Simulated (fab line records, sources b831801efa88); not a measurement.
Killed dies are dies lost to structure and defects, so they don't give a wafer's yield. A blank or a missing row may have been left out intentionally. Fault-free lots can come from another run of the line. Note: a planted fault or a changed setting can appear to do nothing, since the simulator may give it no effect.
Chamber matching / flow sfq line / pecvd-03 running SFQ_TRILAYER_I1_DEP_PECVD_045: 3 sister chambers
The step deposits SiO2 from SiH4/N2O, time 111.11 s, target thk 500 nm. 16 wafers are shown with their chamber, then 8 later ones without.

WAFERS WITH THEIR CHAMBER
wafer=L730.1; chamber=1; throttle valve pct (%)=24.3; heater power w (W)=93
wafer=L730.2; chamber=0; throttle valve pct (%)=24.0; heater power w (W)=104
wafer=L730.5; chamber=0; throttle valve pct (%)=24.2; heater power w (W)=90
wafer=L731.1; chamber=1; throttle valve pct (%)=24.1; heater power w (W)=99
wafer=L731.3; chamber=0; throttle valve pct (%)=24.1; heater power w (W)=108
wafer=L731.4; chamber=1; throttle valve pct (%)=24.4; heater power w (W)=84
wafer=L732.1; chamber=2; throttle valve pct (%)=25.7; heater power w (W)=91
wafer=L732.2; chamber=1; throttle valve pct (%)=24.4; heater power w (W)=85
wafer=L732.5; chamber=0; throttle valve pct (%)=24.2; heater power w (W)=100
wafer=L733.1; chamber=1; throttle valve pct (%)=24.6; heater power w (W)=95
wafer=L733.4; chamber=0; throttle valve pct (%)=24.0; heater power w (W)=105
wafer=L733.5; chamber=1; throttle valve pct (%)=24.7; heater power w (W)=81
wafer=L735.1; chamber=2; throttle valve pct (%)=25.9; heater power w (W)=91
wafer=L735.3; chamber=0; throttle valve pct (%)=24.1; heater power w (W)=103
wafer=L735.5; chamber=0; throttle valve pct (%)=24.2; heater power w (W)=103
wafer=L739.2; chamber=1; throttle valve pct (%)=24.5; heater power w (W)=87

SIGNATURES (means of the wafers above)
reading=throttle valve pct; chamber 0=24.114; chamber 1=24.429; chamber 2=25.800; scatter within a chamber=0.153
reading=heater power w; chamber 0=101.86; chamber 1=89.14; chamber 2=91.00; scatter within a chamber=5.95
Rule: a wafer's distance from a chamber is the root of the sum, over the readings, of the square of ((its reading less the chamber's mean) divided by the reading's scatter). If the next closest chamber is less than 2 further off than the closest, the wafer can't be placed; otherwise it belongs to the closest. The scatter: the root of (the sum of the squares of (reading less its chamber's mean) over the shown wafers, divided by (wafers less chambers)).

WAFERS WITHOUT THEIR CHAMBER
wafer=L739.3; throttle valve pct (%)=25.8; heater power w (W)=81
wafer=L739.5; throttle valve pct (%)=24.0; heater power w (W)=106
wafer=L751.1; throttle valve pct (%)=24.7; heater power w (W)=89
wafer=L751.2; throttle valve pct (%)=25.8; heater power w (W)=88
wafer=L751.6; throttle valve pct (%)=24.0; heater power w (W)=95
wafer=L752.1; throttle valve pct (%)=25.7; heater power w (W)=93
wafer=L752.2; throttle valve pct (%)=24.6; heater power w (W)=89
wafer=L752.6; throttle valve pct (%)=24.0; heater power w (W)=88

WHICH CHAMBER EACH ONE RAN IN
wafer=L739.3; from the rows above=2; in truth=2
wafer=L739.5; from the rows above=0; in truth=0
wafer=L751.1; from the rows above=1; in truth=1
wafer=L751.2; from the rows above=2; in truth=2
wafer=L751.6; from the rows above=can't be placed: 0 or 1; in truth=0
wafer=L752.1; from the rows above=2; in truth=2
wafer=L752.2; from the rows above=1; in truth=1
wafer=L752.6; from the rows above=can't be placed: 0 or 1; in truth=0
6 of 8 placed correctly. From these rows, 2 cannot be placed; in 2 the true chamber is one of the candidates. Placed wrongly: 0.
